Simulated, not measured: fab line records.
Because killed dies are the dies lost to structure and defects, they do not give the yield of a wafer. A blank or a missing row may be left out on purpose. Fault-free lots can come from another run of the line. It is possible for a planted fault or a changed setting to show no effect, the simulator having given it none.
fab line records + flow gf180mcu
record:
- lots: 15
- wafers: 45
- last_day: 34
route steps=602 shown POLY_GATE@174 HV_LDD@187 NSD@241
lots untouched by any fault: they come from a run of this same line in which no faults occurred
start_h: the number of hours between the record's first day and the start of the first shown wafer of the lot + wait_h: hours from the lot's prior step to this one + " same as the row above + L1.1+2: several wafers, shown together as one row + - no value present, or no start provided + * or withheld: withheld + < > ~ a bound
route shown NAME@n: NAME is a module with steps in the file, n the number in the route of the first one + usual: the fault-free wafers' mean and standard deviation + same: alike in all rows + chamber/n: place in a boat + sites: each site's reading + _std_site: the standard deviation of these + _edge_site: the outer-site mean with the inner-site mean subtracted + radius_mm: for every site, how far away it sits from the centre of the wafer + mask NAME#n: copy n + behind: the tool/chamber that last shaped the wafer + hold: why the lot was held/for how many hours/how that ended + device: which transistor (n, p or np) failed to switch + end of line: at the end of the route, the tests of the same wafers + for a step that has no rows: nothing shown but its recipe + killed: dies that structure and defects cost at the first sort, which is not the same as the wafer's yield + map: the dies of a wafer, with x for killed, . for not killed, _ for no die there
set.NAME: the setting the step ran with; set.NAME@STEP: the setting that earlier step ran with + model.NAME: the simulator's own value behind a step, which no gauge read
a sample of lots followed through the steps of the route, with each step as a table and each wafer as a row
services: from which hour (start_h, from the record's first day; less than 0 if before it) a tool's chamber was out of use, for how many hours, and why
== steps ==
step: GF_POLY_GATE_THK_MEAS_17
recipe:
- reads: SiO2_of_POLY_GATE_OXIDATION_16
usual:
- POLY_GATE_OXIDATION_THK: 3.97/0.084
| lot.wafer | tool          | chamber | start_h | wait_h | POLY_GATE_OXIDATION_THK[nm] |
|-----------|---------------|---------|---------|--------|-----------------------------|
| L622.3    | film_metro-04 | -       | 200.58  | 0.0    | 3.78                        |
| L622.4    | "             | -       | "       | "      | 3.81                        |
| L622.6    | "             | -       | "       | "      | 3.89                        |
| L624.4    | film_metro-04 | -       | 214.72  | 0.0    | 3.95                        |
| L624.5    | "             | -       | "       | "      | 3.90                        |
| L624.6    | "             | -       | "       | "      | 3.96                        |
| L625.3    | film_metro-03 | -       | 215.84  | 0.0    | 3.98                        |
| L625.4    | "             | -       | "       | "      | 4.03                        |
| L625.6    | "             | -       | "       | "      | 4.05                        |
| L626.1    | film_metro-04 | -       | 225.62  | 0.0    | 3.96                        |
| L626.2    | "             | -       | "       | "      | 3.91                        |
| L626.4    | "             | -       | "       | "      | 3.94                        |
| L628.2    | film_metro-03 | -       | 242.93  | 0.0    | 3.95                        |
| L628.4    | "             | -       | "       | "      | 4.08                        |
| L628.5    | "             | -       | "       | "      | 4.06                        |
| L629.1    | film_metro-03 | -       | 246.69  | 0.0    | 3.93                        |
| L629.5    | "             | -       | "       | "      | 3.96                        |
| L629.6    | "             | -       | "       | "      | 3.92                        |
| L630.1    | film_metro-04 | -       | 255.18  | 0.0    | 3.97                        |
| L630.2    | "             | -       | "       | "      | 4.01                        |
| L630.6    | "             | -       | "       | "      | 4.02                        |
| L633.1    | film_metro-04 | -       | 283.23  | 0.0    | 3.96                        |
| L633.2    | "             | -       | "       | "      | 4.02                        |
| L633.4    | "             | -       | "       | "      | 3.94                        |
| L636.3    | film_metro-03 | -       | 300.90  | 0.0    | 3.89                        |
| L636.4    | "             | -       | "       | "      | 3.97                        |
| L636.5    | "             | -       | "       | "      | 3.83                        |
| L637.2    | film_metro-03 | -       | 314.08  | 0.0    | 4.14                        |
| L637.3    | "             | -       | "       | "      | 4.10                        |
| L637.6    | "             | -       | "       | "      | 4.09                        |
| L638.2    | film_metro-03 | -       | 322.87  | 0.0    | 3.96                        |
| L638.4    | "             | -       | "       | "      | 3.92                        |
| L638.6    | "             | -       | "       | "      | 3.97                        |
| L640.1    | film_metro-03 | -       | 331.08  | 0.0    | 3.93                        |
| L640.3    | "             | -       | "       | "      | 3.94                        |
| L640.5    | "             | -       | "       | "      | 3.98                        |
| L641.2    | film_metro-04 | -       | 335.34  | 0.0    | 3.96                        |
| L641.3    | "             | -       | "       | "      | 4.00                        |
| L641.5    | "             | -       | "       | "      | 4.02                        |
| L643.1    | film_metro-04 | -       | 351.17  | 0.0    | 3.83                        |
| L643.3    | "             | -       | "       | "      | 3.86                        |
| L643.5    | "             | -       | "       | "      | 3.93                        |
| L645.1    | film_metro-03 | -       | 364.43  | 0.0    | 3.89                        |
| L645.5    | "             | -       | "       | "      | 3.88                        |
| L645.6    | "             | -       | "       | "      | 3.92                        |
step: GF_HV_LDD_TW_MEAS_11
usual:
- HV_LDD_TW: 2401/20
| lot.wafer | tool          | chamber | start_h | wait_h | HV_LDD_TW |
|-----------|---------------|---------|---------|--------|-----------|
| L622.3    | film_metro-04 | -       | 218.68  | 0.1    | 2409      |
| L622.4    | "             | -       | "       | "      | 2400      |
| L622.6    | "             | -       | "       | "      | 2401      |
| L624.4    | film_metro-04 | -       | 232.76  | 0.1    | 2405      |
| L624.5    | "             | -       | "       | "      | 2408      |
| L624.6    | "             | -       | "       | "      | 2410      |
| L625.3    | film_metro-04 | -       | 234.55  | 0.1    | 2405      |
| L625.4    | "             | -       | "       | "      | 2405      |
| L625.6    | "             | -       | "       | "      | 2408      |
| L626.1    | film_metro-04 | -       | 244.08  | 0.1    | 2410      |
| L626.2    | "             | -       | "       | "      | 2415      |
| L626.4    | "             | -       | "       | "      | 2404      |
| L628.2    | film_metro-02 | -       | 261.84  | 0.1    | 2375      |
| L628.4    | "             | -       | "       | "      | 2375      |
| L628.5    | "             | -       | "       | "      | 2377      |
| L629.1    | film_metro-02 | -       | 265.93  | 0.1    | 2390      |
| L629.5    | "             | -       | "       | "      | 2377      |
| L629.6    | "             | -       | "       | "      | 2370      |
| L630.1    | film_metro-02 | -       | 274.90  | 0.1    | 2379      |
| L630.2    | "             | -       | "       | "      | 2373      |
| L630.6    | "             | -       | "       | "      | 2384      |
| L633.1    | film_metro-04 | -       | 303.28  | 0.1    | 2418      |
| L633.2    | "             | -       | "       | "      | 2411      |
| L633.4    | "             | -       | "       | "      | 2415      |
| L636.3    | film_metro-04 | -       | 321.54  | 0.1    | 2431      |
| L636.4    | "             | -       | "       | "      | 2439      |
| L636.5    | "             | -       | "       | "      | 2438      |
| L637.2    | film_metro-04 | -       | 335.64  | 0.1    | 2423      |
| L637.3    | "             | -       | "       | "      | 2430      |
| L637.6    | "             | -       | "       | "      | 2422      |
| L638.2    | film_metro-01 | -       | 344.21  | 0.1    | 2375      |
| L638.4    | "             | -       | "       | "      | 2383      |
| L638.6    | "             | -       | "       | "      | 2376      |
| L640.1    | film_metro-02 | -       | 352.38  | 0.1    | 2384      |
| L640.3    | "             | -       | "       | "      | 2379      |
| L640.5    | "             | -       | "       | "      | 2382      |
| L641.2    | film_metro-04 | -       | 357.81  | 0.1    | 2438      |
| L641.3    | "             | -       | "       | "      | 2432      |
| L641.5    | "             | -       | "       | "      | 2426      |
| L643.1    | film_metro-04 | -       | 373.07  | 0.1    | 2412      |
| L643.3    | "             | -       | "       | "      | 2429      |
| L643.5    | "             | -       | "       | "      | 2407      |
| L645.1    | film_metro-04 | -       | 387.23  | 0.1    | 2402      |
| L645.5    | "             | -       | "       | "      | 2403      |
| L645.6    | "             | -       | "       | "      | 2400      |
step: GF_HV_LDD_STRIP_22
recipe:
- chemistry: O2/N2
- power_w: 1400
- pressure_mtorr: 1500
- platen_temp_c: 250
- o2_flow_sccm: 3000
- n2_flow_sccm: 300
- overash_fraction: 0.5
usual:
- chamber_pressure_mTorr: 1500.0/1.3
- drypump_motor_current_A: 5.99/0.27
- heater_power_w: 364/13
- oes_product_au: 0.716/0.0045
- strip_time_to_endpoint_s: 12.62/0.031
| lot.wafer | tool            | chamber | start_h | wait_h | chamber_pressure_mTorr | drypump_motor_current_A | heater_power_w | oes_product_au | rf_hours_counter_h | strip_time_to_endpoint_s |
|-----------|-----------------|---------|---------|--------|------------------------|-------------------------|----------------|----------------|--------------------|--------------------------|
| L622.3    | plasma_asher-03 | 0       | 236.66  | 0.1    | 1500.1                 | 5.72                    | 357            | 0.712          | -                  | 12.59                    |
| L622.4    | "               | 1       | "       | "      | 1498.6                 | 6.29                    | 348            | 0.716          | -                  | 12.62                    |
| L622.6    | "               | 1       | "       | "      | 1499.9                 | 6.29                    | 354            | 0.722          | -                  | 12.61                    |
| L624.4    | plasma_asher-03 | 1       | 251.01  | 0.1    | 1501.4                 | 6.24                    | 346            | 0.721          | -                  | 12.64                    |
| L624.5    | "               | 1       | "       | "      | 1500.2                 | 6.28                    | 359            | 0.718          | -                  | 12.62                    |
| L624.6    | "               | 0       | "       | "      | 1498.9                 | 5.71                    | 354            | 0.714          | -                  | 12.61                    |
| L625.3    | plasma_asher-03 | 0       | 252.96  | 0.1    | 1500.8                 | 5.71                    | 361            | 0.721          | -                  | 12.57                    |
| L625.4    | "               | 1       | "       | "      | 1502.4                 | 6.26                    | 352            | 0.718          | -                  | 12.58                    |
| L625.6    | "               | 0       | "       | "      | 1500.6                 | 5.70                    | 355            | 0.710          | -                  | 12.62                    |
| L626.1    | plasma_asher-04 | 0       | 262.82  | 0.1    | 1497.9                 | 6.13                    | 392            | 0.712          | 15                 | 12.65                    |
| L626.2    | "               | 1       | "       | "      | 1501.0                 | 5.58                    | 354            | 0.714          | 15                 | 12.68                    |
| L626.4    | "               | 0       | "       | "      | 1502.3                 | 6.14                    | 374            | 0.719          | -                  | 12.64                    |
| L628.2    | plasma_asher-03 | 1       | 281.08  | 0.1    | 1496.3                 | 6.21                    | 351            | 0.712          | 43                 | 12.62                    |
| L628.4    | "               | 0       | "       | "      | 1500.8                 | 5.69                    | 362            | 0.711          | -                  | 12.57                    |
| L628.5    | "               | 0       | "       | "      | 1498.5                 | 5.71                    | 368            | 0.715          | -                  | 12.56                    |
| L629.1    | plasma_asher-03 | 0       | 284.88  | 0.1    | 1502.2                 | 5.71                    | 362            | 0.709          | 44                 | 12.62                    |
| L629.5    | "               | 1       | "       | "      | 1502.7                 | 6.25                    | 348            | 0.714          | -                  | 12.67                    |
| L629.6    | "               | 0       | "       | "      | 1499.1                 | 5.71                    | 371            | 0.724          | -                  | 12.64                    |
| L630.1    | plasma_asher-01 | 0       | 294.60  | 0.1    | 1499.2                 | 5.96                    | 371            | 0.714          | 66                 | 12.62                    |
| L630.2    | "               | 1       | "       | "      | 1499.0                 | 6.28                    | 362            | 0.715          | 66                 | 12.64                    |
| L630.6    | "               | 1       | "       | "      | 1500.4                 | 6.26                    | 363            | 0.715          | -                  | 12.60                    |
| L633.1    | plasma_asher-01 | 0       | 324.07  | 0.1    | 1499.3                 | 5.98                    | 381            | 0.719          | 69                 | 12.59                    |
| L633.2    | "               | 1       | "       | "      | 1499.9                 | 6.27                    | 370            | 0.722          | 69                 | 12.60                    |
| L633.4    | "               | 0       | "       | "      | 1498.7                 | 5.98                    | 372            | 0.721          | -                  | 12.61                    |
| L636.3    | plasma_asher-04 | 1       | 342.24  | 0.1    | 1501.4                 | 5.59                    | 360            | 0.716          | -                  | 12.61                    |
| L636.4    | "               | 0       | "       | "      | 1500.5                 | 6.13                    | 393            | 0.714          | -                  | 12.65                    |
| L636.5    | "               | 0       | "       | "      | 1499.1                 | 6.13                    | 392            | 0.720          | -                  | 12.69                    |
| L637.2    | plasma_asher-04 | 1       | 357.88  | 0.1    | 1498.5                 | 5.58                    | 354            | 0.718          | 25                 | 12.69                    |
| L637.3    | "               | 1       | "       | "      | 1499.2                 | 5.59                    | 353            | 0.716          | -                  | 12.70                    |
| L637.6    | "               | 0       | "       | "      | 1501.7                 | 6.14                    | 383            | 0.712          | -                  | 12.68                    |
| L638.2    | plasma_asher-04 | 1       | 365.90  | 0.1    | 1500.2                 | 5.58                    | 354            | 0.714          | 27                 | 12.60                    |
| L638.4    | "               | 0       | "       | "      | 1497.8                 | 6.11                    | 380            | 0.726          | -                  | 12.62                    |
| L638.6    | "               | 1       | "       | "      | 1497.8                 | 5.58                    | 360            | 0.711          | -                  | 12.64                    |
| L640.1    | plasma_asher-03 | 1       | 374.18  | 0.1    | 1500.1                 | 6.25                    | 341            | 0.710          | 50                 | 12.63                    |
| L640.3    | "               | 1       | "       | "      | 1501.0                 | 6.29                    | 346            | 0.716          | -                  | 12.68                    |
| L640.5    | "               | 0       | "       | "      | 1498.3                 | 5.73                    | 352            | 0.714          | -                  | 12.63                    |
| L641.2    | plasma_asher-03 | 0       | 379.48  | 0.1    | 1501.8                 | 5.74                    | 364            | 0.715          | 50                 | 12.61                    |
| L641.3    | "               | 1       | "       | "      | 1499.3                 | 6.24                    | 353            | 0.719          | -                  | 12.58                    |
| L641.5    | "               | 1       | "       | "      | 1500.0                 | 6.24                    | 352            | 0.723          | -                  | 12.64                    |
| L643.1    | plasma_asher-01 | 0       | 396.78  | 0.1    | 1500.7                 | 5.97                    | 375            | 0.708          | 77                 | 12.60                    |
| L643.3    | "               | 1       | "       | "      | 1500.6                 | 6.27                    | 360            | 0.713          | -                  | 12.58                    |
| L643.5    | "               | 0       | "       | "      | 1498.9                 | 5.98                    | 384            | 0.708          | -                  | 12.57                    |
| L645.1    | plasma_asher-04 | 0       | 410.05  | 0.1    | 1499.2                 | 6.13                    | 393            | 0.718          | 31                 | 12.60                    |
| L645.5    | "               | 0       | "       | "      | 1500.1                 | 6.12                    | 382            | 0.716          | -                  | 12.65                    |
| L645.6    | "               | 1       | "       | "      | 1498.6                 | 5.59                    | 362            | 0.707          | -                  | 12.60                    |
step: GF_NSD_DEVELOP_06
recipe:
- develop_time_s: 60
- dev_temp_c: 23
usual:
- chill_plate_temp_C: 23.00/0.11
- develop_time_s: 60/0
- developer_temp_C: 23.00/0.1
- exhaust_pa: 45.0/1
| lot.wafer | tool           | chamber | start_h | wait_h | chill_plate_temp_C | develop_time_s | developer_temp_C | exhaust_pa |
|-----------|----------------|---------|---------|--------|--------------------|----------------|------------------|------------|
| L622.3    | litho_track-02 | 0       | 297.70  | 0.1    | 23.22              | 60             | 23.03            | 43.8       |
| L622.4    | "              | 0       | "       | "      | 23.11              | 60             | 23.10            | 43.3       |
| L622.6    | "              | 0       | "       | "      | 23.15              | 60             | 23.16            | 44.1       |
| L624.4    | litho_track-01 | 0       | 312.73  | 0.1    | 23.02              | 60             | 23.00            | 45.8       |
| L624.5    | "              | 0       | "       | "      | 23.11              | 60             | 23.14            | 46.9       |
| L624.6    | "              | 0       | "       | "      | 23.12              | 60             | 22.93            | 45.3       |
| L625.3    | litho_track-02 | 0       | 313.75  | 0.1    | 23.08              | 60             | 23.08            | 45.4       |
| L625.4    | "              | 0       | "       | "      | 22.95              | 60             | 23.02            | 45.2       |
| L625.6    | "              | 0       | "       | "      | 23.05              | 60             | 23.14            | 44.1       |
| L626.1    | litho_track-03 | 0       | 324.57  | 0.1    | 23.04              | 60             | 22.94            | 46.5       |
| L626.2    | "              | 0       | "       | "      | 23.01              | 60             | 22.99            | 45.5       |
| L626.4    | "              | 0       | "       | "      | 23.13              | 60             | 22.93            | 45.2       |
| L628.2    | litho_track-01 | -       | 346.38  | 0.1    | -                  | -              | -                | -          |
| L628.4    | "              | -       | "       | "      | -                  | -              | -                | -          |
| L628.5    | "              | -       | "       | "      | -                  | -              | -                | -          |
| L629.1    | litho_track-02 | -       | 349.90  | 0.1    | -                  | -              | -                | -          |
| L629.5    | "              | -       | "       | "      | -                  | -              | -                | -          |
| L629.6    | "              | -       | "       | "      | -                  | -              | -                | -          |
| L630.1    | litho_track-02 | -       | 361.05  | 0.1    | -                  | -              | -                | -          |
| L630.2    | "              | -       | "       | "      | -                  | -              | -                | -          |
| L630.6    | "              | -       | "       | "      | -                  | -              | -                | -          |
| L633.1    | litho_track-02 | 0       | 393.90  | 0.1    | 22.81              | 60             | 23.11            | 45.2       |
| L633.2    | "              | 0       | "       | "      | 22.87              | 60             | 23.18            | 43.5       |
| L633.4    | "              | 0       | "       | "      | 22.85              | 60             | 23.17            | 43.6       |
| L636.3    | litho_track-02 | 0       | 413.40  | 0.1    | 23.00              | 60             | 22.90            | 45.3       |
| L636.4    | "              | 0       | "       | "      | 23.31              | 60             | 22.95            | 46.1       |
| L636.5    | "              | 0       | "       | "      | 23.10              | 60             | 23.06            | 45.0       |
| L637.2    | litho_track-02 | 0       | 429.97  | 0.1    | 22.97              | 60             | 22.98            | 45.7       |
| L637.3    | "              | 0       | "       | "      | 22.89              | 60             | 23.07            | 45.7       |
| L637.6    | "              | 0       | "       | "      | 22.92              | 60             | 23.08            | 43.5       |
| L638.2    | litho_track-03 | 0       | 439.79  | 0.1    | 22.90              | 60             | 22.82            | 43.9       |
| L638.4    | "              | 0       | "       | "      | 23.07              | 60             | 22.78            | 43.7       |
| L638.6    | "              | 0       | "       | "      | 23.09              | 60             | 22.72            | 43.9       |
| L640.1    | litho_track-02 | 0       | 450.40  | 0.1    | 23.08              | 60             | 22.85            | 44.3       |
| L640.3    | "              | 0       | "       | "      | 23.06              | 60             | 23.16            | 43.3       |
| L640.5    | "              | 0       | "       | "      | 22.97              | 60             | 23.06            | 44.8       |
| L641.2    | litho_track-02 | 0       | 453.17  | 0.1    | 22.97              | 60             | 22.99            | 46.1       |
| L641.3    | "              | 0       | "       | "      | 22.96              | 60             | 22.95            | 45.3       |
| L641.5    | "              | 0       | "       | "      | 22.93              | 60             | 22.92            | 45.6       |
| L643.1    | litho_track-01 | 0       | 472.25  | 0.1    | 22.81              | 60             | 23.02            | 45.6       |
| L643.3    | "              | 0       | "       | "      | 22.87              | 60             | 22.89            | 44.4       |
| L643.5    | "              | 0       | "       | "      | 22.85              | 60             | 22.88            | 45.6       |
| L645.1    | litho_track-01 | 0       | 487.40  | 0.1    | 23.15              | 60             | 22.88            | 45.4       |
| L645.5    | "              | 0       | "       | "      | 23.06              | 60             | 22.84            | 47.1       |
| L645.6    | "              | 0       | "       | "      | 23.09              | 60             | 23.05            | 47.1       |
== services ==
| tool            | chamber | start_h | hours | kind                      |
|-----------------|---------|---------|-------|---------------------------|
| plasma_asher-04 | -       | 249.44  | 13.0  | repair                    |
| litho_track-02  | -       | 319.89  | -     | consumable_replace:filter |
| plasma_asher-03 | -       | 339.17  | 28.1  | pm                        |
| plasma_asher-01 | -       | 421.25  | 9.0   | pm                        |
| plasma_asher-01 | 0       | 421.25  | 9.0   | vent_cycle                |
| plasma_asher-01 | 1       | 421.25  | 9.0   | vent_cycle                |
| plasma_asher-01 | 0       | 430.25  | -     | clean                     |
| plasma_asher-01 | 1       | 430.25  | -     | clean                     |
| plasma_asher-01 | -       | 439.51  | 8.3   | repair                    |
| plasma_asher-01 | -       | 447.80  | 14.6  | pm                        |
| plasma_asher-01 | -       | 461.10  | 18.0  | repair                    |
| plasma_asher-03 | -       | 473.05  | 0.8   | repair                    |
== key ==
first_sign:
- step: GF_NSD_DEVELOP_06
- reading: tool_record
- direction: missing
effect none on later readings
met_at GF_NSD_DEVELOP_06
struck_lots L628,L629,L630
sort_left_out L628.2,L628.4,L628.5,L629.1,L629.5,L629.6,L630.1,L630.2,L630.6
tester_left_out L628,L629,L630
not_acting_at GF_POLY_GATE_THK_MEAS_17,GF_HV_LDD_TW_MEAS_11,GF_HV_LDD_STRIP_22
onset_between 313.75 346.38
fault:
- kind: skipped_step_whole
- tool: litho_track-01,litho_track-02
- chamber: -
- onset_h: 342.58
- steps: GF_NSD_DEVELOP_06
- scope: struck_lots_only
tester_left_out: of these lots the tester's yield and bins aren't shown, on N5 and GAA mostly nor the transistor test; their killed dies are dies lost to structure and defects alone, not to doping, threshold or leakage, so they don't give the yield
sort_left_out: the simulated sort isn't trusted on such a fault, so these wafers' sort isn't shown, and their yield isn't known
